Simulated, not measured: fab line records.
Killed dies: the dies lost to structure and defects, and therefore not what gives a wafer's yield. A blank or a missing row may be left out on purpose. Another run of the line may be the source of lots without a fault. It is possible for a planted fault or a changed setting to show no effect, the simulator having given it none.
Which of the tools did it?    flow sfq-line    42 wafers from 14 lots sampled at 2 of the route's 325 steps

WHAT EACH GAUGE READ, for each wafer
SFQ_I6_BOW_MEAS_941.
lot   measured      on             I6_BOW (um)
L911  day 73 05:33  film-metro-03  4 8 3
L912  day 73 10:19  film-metro-04  5 10 6
L913  day 73 17:32  film-metro-01  18 19 4
L914  day 74 01:57  film-metro-04  -4 0 2
L926  day 81 20:22  film-metro-04  4 -9 -5
L925  day 81 23:26  film-metro-01  -6 -2 -6
L927  day 82 09:34  film-metro-03  29 14 25
L928  day 82 11:28  film-metro-04  -2 -13 -7
L929  day 83 04:46  film-metro-01  10 26 15
L930  day 83 17:46  film-metro-04  7 6 11
L931  day 83 20:12  film-metro-01  15 25 14
L932  day 83 23:11  film-metro-03  0 20 0
L933  day 84 12:38  film-metro-01  -5 1 -4
L934  day 84 20:16  film-metro-03  -7 -13 3

SFQ_M7_OVL_MEAS_945.
lot   measured      on          M7_OVL (nm)
L911  day 81 13:53  overlay-02  -4 -3 -5
L912  day 82 10:17  overlay-02  -3 4 3
L913  day 82 13:54  overlay-02  3 1 3
L914  day 82 18:41  overlay-01  0 2 -3
L926  day 86 05:52  overlay-01  -13 1 -4
L925  day 86 10:41  overlay-01  12 10 11
L927  day 86 20:16  overlay-02  4 2 8
L928  day 86 22:40  overlay-02  1 3 9
L929  day 87 16:16  overlay-02  -6 -4 -10
L930  day 88 10:23  overlay-01  -1 -2 2
L931  day 88 11:44  overlay-01  5 5 1
L932  day 92 01:50  overlay-02  -1 3 8
L933  day 92 21:10  overlay-02  1 -2 4
L934  day 93 00:46  overlay-01  1 -8 -1

EACH LOT AND THE TOOL THAT RAN IT (in order: tool; ch and the chambers of the sampled wafers; start)
There is no process step in the record ahead of these readings.

AS READ BY THE TOOLS THEMSELVES (means over the sampled wafers that have a number; for cases with no such wafer, the mark the record gives instead)
The record holds no such reading with a usual standard deviation.

THE ANSWER, worked out from the rows above alone
Rule: the usual values come from the lots themselves. The widest of any qualifying gaps counts: lots, ordered by their means at a reading, are off when they make up no more than a third of the lots, leave a main group of 4 or more, and stand apart from it by 3 or more times the standard deviation of that group's means. A main group is skipped when, at the precision printed for the reading in the tables above, its means are all equal. Also off: a lot with no number at a reading for which 4 or more lots have one. All remaining lots with rows at the step are treated as sound. Order of review: gauges by route order, followed by the tools' own readings, for which a lot's mean as printed above is used. The first step at which some lot is off is used, and at that step the reading that is off furthest; a lot without a number counts as furthest.
Nothing can be told from this: no lot is off at any reading shown.

WHAT THE SIMULATOR HAD PUT IN
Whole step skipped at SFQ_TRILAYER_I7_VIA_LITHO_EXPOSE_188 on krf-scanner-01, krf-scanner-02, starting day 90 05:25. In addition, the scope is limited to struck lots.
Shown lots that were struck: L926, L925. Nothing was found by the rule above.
